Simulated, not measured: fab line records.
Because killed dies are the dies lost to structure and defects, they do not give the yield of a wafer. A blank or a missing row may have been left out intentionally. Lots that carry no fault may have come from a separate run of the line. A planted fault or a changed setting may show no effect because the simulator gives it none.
Struck lot and sound lot, side by side	flow sky130	29 out of 708 route steps
Sound: the wafers L883.2, L883.5, L883.6. The struck wafers were L886.1, L886.2, L886.3. The cause is given at the end.
Per side, at each step with rows, come the tool, then ch with its chambers, and then its first start. Under that, the readings that differ: sound wafers	struck wafers	difference of the means	sigmas: that difference in standard deviations of wafers without a fault.
alike: a reading whose means differ by less than 2 such deviations, as well as words and numbers matching on both sides. not compared: withheld readings; readings where some wafer has no value; bounds like >300 that might hide an equal value; numbers whose values overlap and for which the record gives no deviation.
The two part at a step that has a row with sigmas, a row that says differs or no value, or rows on one side only. Numbers that have no deviation but don't overlap get no sigmas and don't part them. A reading missing from all wafers of one side parts the sides only when that side holds two or more wafers.

first, 1 step without rows for these wafers: SKY_LDD_HVN_IMPLANT_08.
SKY_LDD_HVN_STRIP_09: strips in O2/N2.
  sound on plasma-asher-04 ch 0,1, day 21 02:50; struck on plasma-asher-01 ch 0,1, day 23 07:29
reading	sound	struck	difference	sigmas
strip-time-to-endpoint-s (s)	4.130 4.153 4.156	4.109 4.114 4.127	-0.030	-2
  alike: chamber-pressure-mTorr, drypump-motor-current-A, oes-product-au
  not compared: rf-hours-counter-h
SKY_LDD_HVN_TW_MEAS_10:
  struck on film-metro-04, day 23 07:35; sound on film-metro-01, day 21 02:56
  alike: LDD_HVN_TW
then, 7 steps without rows for these wafers: SKY_LDD_HVP_DEHYDRATE_00 (time 60 s); SKY_LDD_HVP_HMDS_01 (prime time 60 s); SKY_LDD_HVP_COAT_02 (resist thk 300 nm); SKY_LDD_HVP_SOFTBAKE_03 (time 60 s); SKY_LDD_HVP_EXPOSE_04 (exposes mask HVPTM, target cd 700 nm); SKY_LDD_HVP_PEB_05; SKY_LDD_HVP_DEVELOP_06 (develop time 60 s).
SKY_LDD_HVP_OVL_MEAS_07:
  struck on overlay-01, day 24 13:16; sound on overlay-01, day 22 10:14
  alike: LDD_HVP_OVL
after that, 1 step had no rows for these wafers: SKY_LDD_HVP_IMPLANT_08.
SKY_LDD_HVP_STRIP_09: strips in O2/N2.
  sound on plasma-asher-03 ch 0,1, day 22 10:25; struck on plasma-asher-03 ch 0,1, day 24 13:27
  no value came back on the struck wafers for chamber-pressure-mTorr (mTorr), drypump-motor-current-A (A), oes-product-au (a.u.), strip-time-to-endpoint-s (s); on the sound wafers chamber-pressure-mTorr (mTorr) reads 1497.2 1500.3 1501.0
reading	sound	struck	difference	sigmas
model.NOVOLAK_of_LDD_HVP_COAT_02.thk-nm (nm)	0 0 0	299.5 299.9 299.9	+299.8	
  not compared: rf-hours-counter-h
SKY_LDD_HVP_TW_MEAS_10:
  struck on film-metro-04, day 24 13:33; sound on film-metro-01, day 22 10:32
  alike: LDD_HVP_TW
then, 7 steps without rows for these wafers: SKY_LDD_LDN_DEHYDRATE_00 (time 60 s); SKY_LDD_LDN_HMDS_01 (prime time 60 s); SKY_LDD_LDN_COAT_02 (resist thk 1140 nm); SKY_LDD_LDN_SOFTBAKE_03 (time 60 s); SKY_LDD_LDN_EXPOSE_04 (exposes mask LDNTM, target cd 700 nm); SKY_LDD_LDN_PEB_05; SKY_LDD_LDN_DEVELOP_06 (develop time 60 s).
SKY_LDD_LDN_OVL_MEAS_07:
  struck on overlay-01, day 25 19:08; sound on overlay-02, day 23 16:42
  alike: LDD_LDN_OVL
then, 4 steps without rows for these wafers: SKY_LDD_LDN_IMPLANT_08; SKY_LDD_LDN_IMPLANT_09; SKY_LDD_LDN_IMPLANT_10; SKY_LDD_LDN_IMPLANT_11.
SKY_LDD_LDN_STRIP_12: strips in O2/N2.
  sound on plasma-asher-02 ch 0,1, day 23 17:20; struck on plasma-asher-03 ch 0,1, day 25 19:47
reading	sound	struck	difference	sigmas
strip-time-to-endpoint-s (s)	14.14 14.11 14.18	18.69 18.68 18.69	+4.54	+99
  alike: chamber-pressure-mTorr, drypump-motor-current-A, oes-product-au
  not compared: rf-hours-counter-h
SKY_LDD_LDN_TW_MEAS_13:
  struck on film-metro-03, day 25 19:53; sound on film-metro-03, day 23 17:26
reading	sound	struck	difference	sigmas
LDD_LDN_TW	1481 1485 1484	30 30 30	-1453	-97
then, 1 step without rows for these wafers: SKY_LDD_LDN_CLEAN_14 (cleans in SC1/SC2, time 150 s).

WHERE THEY PART
Earliest at SKY_LDD_HVN_STRIP_09; latest, in this record, at SKY_LDD_LDN_TW_MEAS_13.

WHY: what the simulator had put in
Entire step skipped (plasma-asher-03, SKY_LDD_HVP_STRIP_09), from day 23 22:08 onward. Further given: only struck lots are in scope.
